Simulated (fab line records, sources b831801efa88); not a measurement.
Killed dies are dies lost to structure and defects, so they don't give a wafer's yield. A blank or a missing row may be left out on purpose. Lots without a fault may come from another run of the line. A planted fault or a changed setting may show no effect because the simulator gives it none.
Chamber matching | flow sky130 | SKY_VIA1_ETCH_14 on rie_diel-03: 4 sister chambers
The step etches BARC in N2/H2, stops on SiO2, time 45.9 s, target depth 60 nm. 22 wafers are shown with their chamber, then 11 later ones without.

WAFERS WITH THEIR CHAMBER
wafer  | chamber | drypump_motor_current_A (A) | throttle_valve_pct (%) | oes_product_au (a.u.)
L075.1 | 2       | 5.4                         | 13.219                 | 0.857
L075.4 | 3       | 5.5                         | 13.236                 | 0.853
L075.6 | 1       | 5.2                         | 13.227                 | 0.855
L076.1 | 0       | 6.2                         | 13.236                 | 0.857
L076.5 | 1       | 5.2                         | 13.223                 | 0.856
L076.6 | 0       | 6.2                         | 13.219                 | 0.861
L077.2 | 0       | 6.2                         | 13.224                 | 0.850
L077.3 | 1       | 5.2                         | 13.210                 | 0.853
L077.5 | 0       | 6.2                         | 13.234                 | 0.856
L078.1 | 2       | 5.4                         | 13.223                 | 0.858
L078.4 | 0       | 6.2                         | 13.212                 | 0.854
L078.5 | 2       | 5.4                         | 13.231                 | 0.858
L081.1 | 0       | 6.2                         | 13.222                 | 0.858
L081.3 | 2       | 5.4                         | 13.224                 | 0.862
L081.5 | 2       | 5.4                         | 13.217                 | 0.847
L082.3 | 2       | 5.4                         | 13.213                 | 0.857
L082.4 | 3       | 5.4                         | 13.219                 | 0.862
L082.6 | 2       | 5.4                         | 13.227                 | 0.852
L083.1 | 3       | 5.5                         | 13.241                 | 0.855
L083.2 | 0       | 6.2                         | 13.227                 | 0.864
L083.3 | 2       | 5.4                         | 13.238                 | 0.854
L084.1 | 1       | 5.2                         | 13.229                 | 0.861

SIGNATURES (means of the wafers above)
reading                 | chamber 0 | chamber 1 | chamber 2 | chamber 3 | scatter within a chamber
drypump_motor_current_A | 6.200     | 5.200     | 5.400     | 5.467     | 0.0192
throttle_valve_pct      | 13.22486  | 13.22225  | 13.22400  | 13.23200  | 0.00868
oes_product_au          | 0.85714   | 0.85625   | 0.85562   | 0.85667   | 0.00441
Rule: a wafer's distance from a chamber is the root of the sum, over the readings, of the square of ((its reading less the chamber's mean) divided by the reading's scatter). The wafer belongs to the nearest chamber; if the next one is less than 2 further off, it can't be placed. The scatter: the root of (the sum of the squares of (reading less its chamber's mean) over the shown wafers, divided by (wafers less chambers)).

WAFERS WITHOUT THEIR CHAMBER
wafer  | drypump_motor_current_A (A) | throttle_valve_pct (%) | oes_product_au (a.u.)
L084.4 | 5.4                         | 13.230                 | 0.853
L084.6 | 6.2                         | 13.232                 | 0.858
L088.3 | 6.2                         | 13.217                 | 0.863
L088.4 | 5.4                         | 13.219                 | 0.858
L088.6 | 6.2                         | 13.223                 | 0.858
L090.2 | 5.5                         | 13.222                 | 0.853
L090.3 | 5.4                         | 13.220                 | 0.858
L090.4 | 5.4                         | 13.241                 | 0.854
L097.1 | 5.4                         | 13.224                 | 0.853
L097.2 | 5.4                         | 13.231                 | 0.852
L097.4 | 5.2                         | 13.217                 | 0.857

WHICH CHAMBER EACH WENT THROUGH
wafer  | from the rows above     | in truth
L084.4 | 2                       | 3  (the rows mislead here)
L084.6 | 0                       | 0
L088.3 | 0                       | 0
L088.4 | 2                       | 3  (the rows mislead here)
L088.6 | 0                       | 0
L090.2 | 3                       | 3
L090.3 | 2                       | 2
L090.4 | can't be placed: 2 or 3 | 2
L097.1 | 2                       | 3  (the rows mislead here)
L097.2 | 2                       | 2
L097.4 | 1                       | 1
Placed correctly: 7 of 11. Can't be placed from these rows: 1 (the true chamber is among the candidates in 1). Placed wrongly: 3.
